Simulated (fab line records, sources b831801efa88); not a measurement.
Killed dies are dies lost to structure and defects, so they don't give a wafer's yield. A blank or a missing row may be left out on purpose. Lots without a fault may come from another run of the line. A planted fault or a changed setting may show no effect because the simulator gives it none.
fab line records | flow sky130
record lots=6 wafers=16 last_day=50
route steps=708 shown VIA1@473 METAL2@483
lots that met no fault: from a run of the same line without faults
start_h: hours from the record's first day to the start of the lot's first wafer shown | wait_h: hours since the lot's step before | " the same as in the row above | L1.1+2: a row that stands for several wafers | - no value, or no start given | * or withheld: withheld | < > ~ a bound
route shown NAME@n: a module of which the file shows steps, and the number in the route of the first | usual: mean/standard deviation of fault-free wafers | same: alike in all rows | chamber/n: place in a boat | sites: the reading at each site | _std_site: their standard deviation | _edge_site: outer sites' mean less inner sites' | radius_mm: how far each site lies from the wafer's centre | mask NAME#n: copy n | behind: the tool/chamber that last shaped the wafer | hold: why the lot was held/for how many hours/how that ended | device: the transistor (n, p or np) that didn't switch | end of line: the same wafers' tests at the end of the route | a step without rows: its recipe alone | killed: dies lost to structure and defects at the first sort, not the wafer's yield | map: a wafer's dies, x killed, . not, _ none there
set.NAME: the setting as run; set.NAME@STEP: as run at that earlier step | model.NAME: the simulator's own value behind a step, which no gauge read
lots at some steps of the route; a table a step, a row a wafer
services: from which hour (start_h, from the record's first day; less than 0 if before it) a tool's chamber was out of use, for how many hours, and why
## steps
# step SKY_VIA1_ETCH_15
# recipe target=SiO2 chemistry=C4F8/O2/Ar target_depth_nm=351 stop_on=TiN mask_material=KrF-thick source_w=1500 bias_w=1200 pressure_mtorr=40 c4f8_flow_sccm=withheld O2_flow_sccm=6 Ar_flow_sccm=300 time_s=54
# step SKY_VIA1_STRIP_16
# recipe chemistry=O2/N2 power_w=1400 pressure_mtorr=1500 platen_temp_c=withheld o2_flow_sccm=3000 n2_flow_sccm=300 overash_fraction=0.5
# usual drypump_motor_current_A=6.0/0.45 oes_product_au=0.415/0.0044 strip_time_to_endpoint_s=4.459/0.022
# columns lot.wafer tool chamber start_h wait_h drypump_motor_current_A oes_product_au rf_hours_counter_h strip_time_to_endpoint_s
L808.1 plasma_asher-03 1 831.69 0.0 5.9 0.415 68 4.493
L808.2 " 0 " " 6.4 0.417 68 4.473
L808.4 " 1 " " 5.9 0.409 - 4.482
L810.1 plasma_asher-01 1 846.34 0.0 6.7 0.413 10 4.485
L810.3 " 0 " " 5.6 0.416 - 4.467
L810.4 " 1 " " 6.7 0.416 - 4.486
L811.3 plasma_asher-04 1 852.26 0.1 5.6 0.409 - 4.465
L816.1 plasma_asher-01 1 888.25 0.0 6.7 0.416 14 4.487
L816.2 " 0 " " 5.6 0.419 14 4.453
L816.5 " 0 " " 5.6 0.413 - 4.468
L823.1 plasma_asher-03 0 940.35 0.0 6.3 0.418 78 4.525
L823.5 " 0 " " 6.3 0.416 - 4.467
L823.6 " 1 " " 5.9 0.422 - 4.484
L824.1 plasma_asher-01 0 946.90 0.0 5.6 0.419 19 4.475
L824.3 " 1 " " 6.7 0.411 - 4.449
L824.4 " 0 " " 5.6 0.416 - 4.467
# step SKY_VIA1_STRIP_17
# recipe chemistry=post_etch_residue_remover time_s=1200 temp_c=72.5
# step SKY_VIA1_CLEAN_18
# recipe chemistry=IPA time_s=180 temp_c=25
# step SKY_VIA1_CLEAN_19
# recipe chemistry=O3/DIW dry=n2_spin
# step SKY_VIA1_SPUTTER_20
# recipe material=TiN target_thk_nm=20 chamber_pressure_pa=5 power_w=4000 time_s=80
# usual chamber_pressure_pa=5.001/0.0099 throttle_valve_pct=30.1/1.1
# columns lot.wafer tool chamber start_h wait_h chamber_pressure_pa throttle_valve_pct
L808.1 pvd_sputter-02 - 832.29 0.0 5.007 30.1
L808.2 " - " " 4.995 28.4
L808.4 " - " " 5.019 31.4
L810.1 pvd_sputter-01 - 847.08 0.0 4.999 32.1
L810.3 " - " " 4.997 28.5
L810.4 " - " " 5.010 30.1
L811.3 pvd_sputter-02 - 852.82 0.0 5.000 30.9
L816.1 pvd_sputter-02 - 888.85 0.0 4.998 31.3
L816.2 " - " " 5.004 30.7
L816.5 " - " " 4.977 28.5
L823.1 pvd_sputter-02 - 940.95 0.0 5.004 28.4
L823.5 " - " " 4.995 28.3
L823.6 " - " " 4.990 31.6
L824.1 pvd_sputter-02 - 947.50 0.0 5.001 28.4
L824.3 " - " " 4.991 30.0
L824.4 " - " " 4.975 30.9
# step SKY_VIA1_CVD_21
# recipe material=W target_thk_nm=270 time_s=80.902 temp_c=400 pressure_torr=40
# step SKY_VIA1_RS_MEAS_22
# recipe thk_meas_gauge=four-point-probe reads=W_of_VIA1_CVD_21+TiN_of_VIA1_SPUTTER_20
# usual VIA1_W_RS=0.425/0.0052
# columns lot.wafer tool chamber start_h wait_h VIA1_W_RS[ohm/sq]
L808.1 film_metro-03 - 832.44 0.1 0.421
L808.2 " - " " 0.430
L808.4 " - " " 0.431
L810.1 film_metro-03 - 847.23 0.1 0.424
L810.3 " - " " 0.436
L810.4 " - " " 0.424
L811.3 film_metro-03 - 853.01 0.1 0.418
L816.1 film_metro-03 - 889.00 0.1 0.422
L816.2 " - " " 0.430
L816.5 " - " " 0.419
L823.1 film_metro-03 - 941.10 0.1 0.420
L823.5 " - " " 0.422
L823.6 " - " " 0.423
L824.1 film_metro-03 - 947.65 0.1 0.421
L824.3 " - " " 0.423
L824.4 " - " " 0.429
# step SKY_VIA1_THK_MEAS_23
# recipe thk_meas_gauge=xrf reads=W_of_VIA1_CVD_21
# usual VIA1_W_THK=266/3.4
# columns lot.wafer tool chamber start_h wait_h VIA1_W_THK[nm]
L808.1 film_metro-03 - 832.56 0.1 267
L808.2 " - " " 263
L808.4 " - " " 264
L810.1 film_metro-03 - 847.35 0.1 265
L810.3 " - " " 256
L810.4 " - " " 263
L811.3 film_metro-03 - 853.11 0.1 268
L816.1 film_metro-03 - 889.12 0.1 267
L816.2 " - " " 265
L816.5 " - " " 270
L823.1 film_metro-03 - 941.22 0.1 267
L823.5 " - " " 267
L823.6 " - " " 267
L824.1 film_metro-03 - 947.77 0.1 267
L824.3 " - " " 267
L824.4 " - " " 263
# step SKY_VIA1_CMP_24
# recipe stop_on=SiO2 t_overpolish_s=15 down_force_psi=3.5 platen_rpm=60 target_thk_nm=0 pad_velocity_m_s=0.94248
# usual motor_current_A=11.3/1.2 overpolish_run_s=15.000/0.0091 slurry_filter_dp_kPa=13.49/0.13 time_to_endpoint_s=66/4.5
# columns lot.wafer tool chamber start_h wait_h motor_current_A overpolish_run_s slurry_filter_dp_kPa time_to_endpoint_s
L808.1 cmp-02 3 832.62 0.1 11.4 15.006 13.53 60
L808.4 " 0 " " 10.7 14.984 13.62 62
L808.2 " 1 " " 12.7 14.991 13.61 60
L810.1 cmp-02 0 847.52 0.2 10.7 15.015 13.64 67
L810.3 " 2 " " 10.9 15.006 13.54 70
L810.4 " 3 " " 11.4 15.017 13.78 70
L811.3 cmp-02 0 853.15 0.0 10.1 15.003 13.43 66
L816.2 cmp-01 0 889.18 0.0 12.9 14.993 13.49 66
L816.1 " 1 " " 12.0 15.013 13.43 75
L816.5 " 0 " " 13.5 15.008 13.53 65
L823.1 cmp-01 0 941.33 0.1 13.0 14.998 13.20 65
L823.5 " 3 " " 9.0 15.007 13.52 59
L823.6 " 0 " " 13.4 14.998 13.60 66
L824.1 cmp-02 1 947.88 0.1 11.8 14.996 13.50 68
L824.4 " 2 " " 11.1 15.000 13.48 71
L824.3 " 3 " " 11.2 15.010 13.46 70
# step SKY_METAL2_SPUTTER_00
# recipe material=Ti target_thk_nm=15 power_w=3000 time_s=10 chamber_pressure_pa=0.4
# step SKY_METAL2_SPUTTER_01
# recipe material=TiN target_thk_nm=20 power_w=6500 time_s=16.7 chamber_pressure_pa=0.4
# usual chamber_pressure_pa=0.4000/0.00087 throttle_valve_pct=30.1/1.2
# columns lot.wafer tool chamber start_h wait_h chamber_pressure_pa throttle_valve_pct
L808.1 pvd_sputter-01 - 832.94 0.0 0.3996 30.2
L808.2 " - " " 0.4003 28.4
L808.4 " - " " 0.4018 31.9
L810.1 pvd_sputter-01 - 847.85 0.0 0.4011 32.1
L810.3 " - " " 0.3991 28.5
L810.4 " - " " 0.3984 30.0
L811.3 pvd_sputter-01 - 853.47 0.0 0.3991 29.9
L816.1 pvd_sputter-03 - 889.50 0.0 0.3997 31.7
L816.2 " - " " 0.3994 29.0
L816.5 " - " " 0.4000 28.5
L823.1 pvd_sputter-04 - 941.60 0.0 0.4018 29.6
L823.5 " - " " 0.3993 30.8
L823.6 " - " " 0.4009 30.6
L824.1 pvd_sputter-04 - 948.15 0.0 0.3993 30.9
L824.3 " - " " 0.3984 29.5
L824.4 " - " " 0.3993 29.0
# step SKY_METAL2_SPUTTER_02
# recipe material=AlCu target_thk_nm=250 power_w=10600 time_s=13.3 chamber_pressure_pa=0.4
# usual chamber_pressure_pa=0.4000/0.00086 throttle_valve_pct=30.2/1.2
# columns lot.wafer tool chamber start_h wait_h chamber_pressure_pa throttle_valve_pct model.AlCu_of_METAL2_SPUTTER_02.thk_nm
L808.1 pvd_sputter-01 - 832.97 0.0 0.4007 30.2 253.8
L808.2 " - " " 0.3997 28.3 252.8
L808.4 " - " " 0.3999 31.9 249.6
L810.1 pvd_sputter-01 - 847.87 0.0 0.4002 32.2 245.9
L810.3 " - " " 0.4006 28.2 250.4
L810.4 " - " " 0.4008 30.2 226.9
L811.3 pvd_sputter-01 - 853.50 0.0 0.4002 30.1 232.5
L816.1 pvd_sputter-03 - 889.53 0.0 0.4003 31.9 245.3
L816.2 " - " " 0.3995 28.8 244.3
L816.5 " - " " 0.4002 28.9 242.9
L823.1 pvd_sputter-04 - 941.63 0.0 0.4005 29.8 249.4
L823.5 " - " " 0.3991 30.9 252.4
L823.6 " - " " 0.3988 30.8 249.7
L824.1 pvd_sputter-04 - 948.18 0.0 0.3983 30.8 248.5
L824.3 " - " " 0.4005 29.9 250
L824.4 " - " " 0.4002 29.1 245.7
# step SKY_METAL2_SPUTTER_03
# recipe material=Ti target_thk_nm=5 power_w=3000 time_s=3.3 chamber_pressure_pa=0.4
# step SKY_METAL2_SPUTTER_04
# recipe material=TiN target_thk_nm=70 power_w=6500 time_s=58.3 chamber_pressure_pa=0.4
# usual chamber_pressure_pa=0.4000/0.00074 throttle_valve_pct=30.2/1.2
# columns lot.wafer tool chamber start_h wait_h chamber_pressure_pa throttle_valve_pct
L808.1 pvd_sputter-01 - 833.01 0.0 0.3998 30.3
L808.2 " - " " 0.3998 28.2
L808.4 " - " " 0.4011 31.8
L810.1 pvd_sputter-01 - 847.92 0.0 0.3988 31.9
L810.3 " - " " 0.3999 28.3
L810.4 " - " " 0.3999 30.1
L811.3 pvd_sputter-01 - 853.54 0.0 0.4001 30.1
L816.1 pvd_sputter-03 - 889.57 0.0 0.4010 31.8
L816.2 " - " " 0.3991 29.0
L816.5 " - " " 0.4003 28.8
L823.1 pvd_sputter-04 - 941.67 0.0 0.4001 29.6
L823.5 " - " " 0.3990 30.5
L823.6 " - " " 0.3987 30.9
L824.1 pvd_sputter-04 - 948.22 0.0 0.3996 30.9
L824.3 " - " " 0.4000 29.8
L824.4 " - " " 0.4008 29.3
# step SKY_METAL2_RS_MEAS_05
# recipe thk_meas_gauge=four-point-probe reads=TiN_of_METAL2_SPUTTER_04+Ti_of_METAL2_SPUTTER_03+AlCu_of_METAL2_SPUTTER_02+TiN_of_METAL2_SPUTTER_01+Ti_of_METAL2_SPUTTER_00
# usual METAL2_ALCU_RS=0.1266/0.0016
# columns lot.wafer tool chamber start_h wait_h METAL2_ALCU_RS[ohm/sq]
L808.1 film_metro-03 - 833.06 0.0 0.1250
L808.2 " - " " 0.1251
L808.4 " - " " 0.1266
L810.1 film_metro-02 - 847.96 0.0 0.1291
L810.3 " - " " 0.1265
L810.4 " - " " 0.1401
L811.3 film_metro-02 - 853.63 0.1 0.1365
L816.1 film_metro-04 - 889.62 0.0 0.1292
L816.2 " - " " 0.1299
L816.5 " - " " 0.1307
L823.1 film_metro-04 - 941.72 0.0 0.1271
L823.5 " - " " 0.1253
L823.6 " - " " 0.1270
L824.1 film_metro-03 - 948.27 0.0 0.1274
L824.3 " - " " 0.1269
L824.4 " - " " 0.1289
# step SKY_METAL2_THK_MEAS_06
# recipe thk_meas_gauge=xrf reads=AlCu_of_METAL2_SPUTTER_02
# usual METAL2_ALCU_THK=249/3.4
# columns lot.wafer tool chamber start_h wait_h METAL2_ALCU_THK[nm]
L808.1 film_metro-03 - 833.18 0.1 252
L808.2 " - " " 252
L808.4 " - " " 249
L810.1 film_metro-02 - 848.08 0.1 244
L810.3 " - " " 247
L810.4 " - " " 226
L811.3 film_metro-02 - 853.73 0.1 232
L816.1 film_metro-04 - 889.74 0.1 247
L816.2 " - " " 244
L816.5 " - " " 242
L823.1 film_metro-04 - 941.84 0.1 246
L823.5 " - " " 251
L823.6 " - " " 248
L824.1 film_metro-03 - 948.39 0.1 247
L824.3 " - " " 246
L824.4 " - " " 243
# step SKY_METAL2_DEHYDRATE_07
# recipe temp_c=200 time_s=60
## services
# columns tool chamber start_h hours kind
pvd_sputter-01 - 809.19 6.6 repair
plasma_asher-04 - 815.43 1.5 repair
plasma_asher-03 - 815.63 3.5 repair
pvd_sputter-01 3 832.59 - consumable_replace:kit
pvd_sputter-01 3 832.59 18.0 scheduled_down
pvd_sputter-01 3 832.59 18.0 vent_cycle
plasma_asher-01 - 841.53 2.8 pm
cmp-02 - 849.64 0.9 repair
pvd_sputter-03 0 872.01 - consumable_replace:kit
pvd_sputter-04 - 879.10 2.1 repair
pvd_sputter-04 3 883.22 - consumable_replace:kit
pvd_sputter-04 3 883.22 18.0 scheduled_down
pvd_sputter-04 3 883.22 18.0 vent_cycle
cmp-02 - 911.36 7.0 pm
cmp-02 - 918.36 5.7 pm
cmp-02 - 924.04 4.0 pm
pvd_sputter-01 - 924.37 6.0 repair
cmp-01 - 928.04 5.0 pm
cmp-02 - 928.04 - consumable_replace:conditioner
cmp-02 - 928.04 - consumable_replace:pad
pvd_sputter-02 - 931.45 1.9 repair
pvd_sputter-01 - 941.47 0.8 repair
plasma_asher-04 - 945.25 3.0 repair
plasma_asher-04 - 947.79 2.3 repair
## key
first_sign step=SKY_METAL2_RS_MEAS_05 reading=METAL2_ALCU_RS direction=up sigmas=7.2 usual=0.1266 struck=0.1383
effect step=SKY_METAL2_THK_MEAS_06 reading=METAL2_ALCU_THK direction=down sigmas=5.8 usual=249 struck=229
model_effect step=SKY_METAL2_SPUTTER_02 value=AlCu_of_METAL2_SPUTTER_02.thk_nm without=252.2 struck=229.7
met_at SKY_METAL2_SPUTTER_02
struck_wafers L810.4,L811.3
rows_end L811.3
onset_between 832.97 847.87
earlier_fault kind=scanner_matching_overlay tool=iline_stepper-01 chamber=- onset_h=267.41 steps=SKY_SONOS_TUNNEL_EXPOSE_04 offset=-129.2
fault kind=process_parameter_drift tool=pvd_sputter-01 chamber=- onset_h=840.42 steps=SKY_METAL2_SPUTTER_02 channel=time_s offset=* shape=step acts_in=* stated=* scope=struck_wafers_only
# rows_end: these wafers met a further fault down the route, and their rows from its step on are left out
